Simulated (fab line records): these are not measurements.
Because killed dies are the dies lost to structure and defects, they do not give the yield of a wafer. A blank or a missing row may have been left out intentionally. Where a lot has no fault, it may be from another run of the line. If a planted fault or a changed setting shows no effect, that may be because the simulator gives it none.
Struck lot and sound lot, side by side | flow sky130 | 29 steps out of a route of 708
Sound: these wafers, L186.1, L186.4, L186.6. Struck: wafer L189.2. (L189.1, L189.3 of the same lot were not struck and are left out.) The cause comes at the end.
Per side, at each step with rows, come the tool, then ch with its chambers, and then its first start. Under that, the readings that differ: sound wafers | struck wafers | difference of the means | sigmas: that difference in standard deviations of wafers without a fault.
alike: a reading whose means differ by less than 2 such deviations, as well as words and numbers matching on both sides. not compared: withheld readings; readings where some wafer has no value; bounds like >300 that might hide an equal value; numbers whose values overlap and for which the record gives no deviation.
The two part at a step that has a row with sigmas, a row that says differs or no value, or rows on one side only. Non-overlapping numbers with no deviation appear without sigmas and do not part them. A reading missing from all wafers of one side parts the sides only when that side holds two or more wafers.

first, 1 step without rows for these wafers: SKY_METAL5_CLEAN_19 (cleans in O3/DIW).
SKY_PASSIVATION_CVD_00: deposits SiO2, target thk 90 nm.
  sound on pecvd-02 ch 0, day 45 23:59; struck on pecvd-03 ch 0, day 46 12:58
  alike: heater_power_w
SKY_PASSIVATION_THK_MEAS_01:
  struck on film_metro-02, day 46 12:59; sound on film_metro-03, day 46 00:02
  alike: PASSIVATION_CVD_00_THK
SKY_PASSIVATION_CVD_02: deposits Si3N4, target thk 540 nm.
  sound on pecvd-01 ch 0,1,2, day 46 00:05; struck on pecvd-02 ch 0, day 46 13:02
  alike: heater_power_w
SKY_PASSIVATION_THK_MEAS_03:
  struck on film_metro-04, day 46 13:16; sound on film_metro-03, day 46 00:19
  alike: PASSIVATION_CVD_02_THK
then, 7 steps without rows for these wafers: SKY_PASSIVATION_DEHYDRATE_04 (time 60 s); SKY_PASSIVATION_HMDS_05 (prime time 60 s); SKY_PASSIVATION_COAT_06 (resist thk 3000 nm); SKY_PASSIVATION_SOFTBAKE_07; SKY_PASSIVATION_EXPOSE_08 (exposes mask NSM, target cd 3000 nm); SKY_PASSIVATION_PEB_09; SKY_PASSIVATION_DEVELOP_10 (develop time 60 s).
SKY_PASSIVATION_ETCH_11: etches the open film in CF4/O2, stops on AlCu, target depth 725 nm, time 161.1 s.
  sound on rie_diel-04 ch 0,2,3, day 46 21:19; struck on rie_diel-01 ch 3, day 47 10:04
  alike: drypump_motor_current_A, oes_product_au, throttle_valve_pct
  not compared: rf_hours_counter_h
SKY_PASSIVATION_STRIP_12: strips in O2/N2.
  sound on plasma_asher-03 ch 0,1, day 46 21:25; struck on plasma_asher-01 ch 0, day 47 10:10
  alike: drypump_motor_current_A, oes_product_au, strip_time_to_endpoint_s
  not compared: rf_hours_counter_h
then, 7 steps without rows for these wafers: SKY_PAD_OPEN_DEHYDRATE_00 (time 60 s); SKY_PAD_OPEN_HMDS_01 (prime time 60 s); SKY_PAD_OPEN_COAT_02 (resist thk 3000 nm); SKY_PAD_OPEN_SOFTBAKE_03; SKY_PAD_OPEN_EXPOSE_04 (exposes mask PDM, target cd 60000 nm); SKY_PAD_OPEN_PEB_05; SKY_PAD_OPEN_DEVELOP_06 (develop time 60 s).
SKY_PAD_OPEN_ETCH_07: etches the open film in CF4/O2, stops on AlCu, target depth 725 nm, time 161.1 s.
  sound on rie_diel-03 ch 0,1,2, day 47 17:37; struck on rie_diel-03 ch 2, day 48 05:31
  reading                | sound             | struck | difference | sigmas
  throttle_valve_pct (%) | 5.955 5.944 5.965 | 5.976  | +0.021     | +2
  alike: drypump_motor_current_A, oes_product_au
  not compared: rf_hours_counter_h
SKY_PAD_OPEN_STRIP_08: strips in O2/N2.
  sound on plasma_asher-04 ch 0,1, day 47 17:44; struck on plasma_asher-03 ch 1, day 48 05:37
  alike: drypump_motor_current_A, oes_product_au
  not compared: rf_hours_counter_h
then, 4 steps without rows for these wafers: SKY_PAD_OPEN_STRIP_09 (strips in post etch residue remover, time 1200 s); SKY_PAD_OPEN_CLEAN_10 (cleans in IPA, time 180 s); SKY_PAD_OPEN_CLEAN_11 (cleans in O3/DIW); SKY_PAD_OPEN_ANNEAL_12.
SKY_PAD_OPEN_BOW_MEAS_13:
  struck on film_metro-02, day 48 07:46; sound on film_metro-01, day 47 19:49
  alike: PAD_OPEN_BOW
SKY_PAD_OPEN_PROBE_99:
  struck on prober-01, day 48 07:56; sound on prober-01, day 47 19:56
  reading                               | sound             | struck | difference | sigmas
  defect_limited_yield (%)              | 84.6 80.1 84.8    | 78.7   | -4.5       | -3
  killed_at_front_end                   | 14 20 19          | 6      | -12        | -3
  killed_at_other                       | 0 0 0             | 28     | +28        | +51
  killed_dies                           | 76 98 75          | 105    | +22        | +3
  sort_bin_3_pad_short (%)              | 1.2 1.0 0.6       | 2.6    | +1.7       | +4
  sort_n_pass                           | 416 394 417       | 387    | -22        | -3
  sort_yield_pct (%)                    | 84.6 80.1 84.8    | 78.7   | -4.5       | -3
  model.etest.tester.sort_n_pass        | 416 394 417       | 387    | -22        |
  model.etest.tester.sort_yield_pct (%) | 84.55 80.08 84.76 | 78.66  | -4.47      |
  model.etest.tester.sort_bin_5_pct (%) | 9.553 11.99 9.146 | 12.6   | +2.4       |
  model.etest.tester.sort_bin_3_pct (%) | 1.22 1.016 0.6098 | 2.642  | +1.693     |
  alike: killed_at_M0_to_M3, killed_at_M4_up, killed_at_contacts, killed_open, killed_short, sort_bin_5_function, sort_bin_6_memory

== WHERE THEY PART ==
Last at SKY_PAD_OPEN_PROBE_99 as far as this record goes, first at SKY_PAD_OPEN_ETCH_07.

WHY: what the simulator had put in
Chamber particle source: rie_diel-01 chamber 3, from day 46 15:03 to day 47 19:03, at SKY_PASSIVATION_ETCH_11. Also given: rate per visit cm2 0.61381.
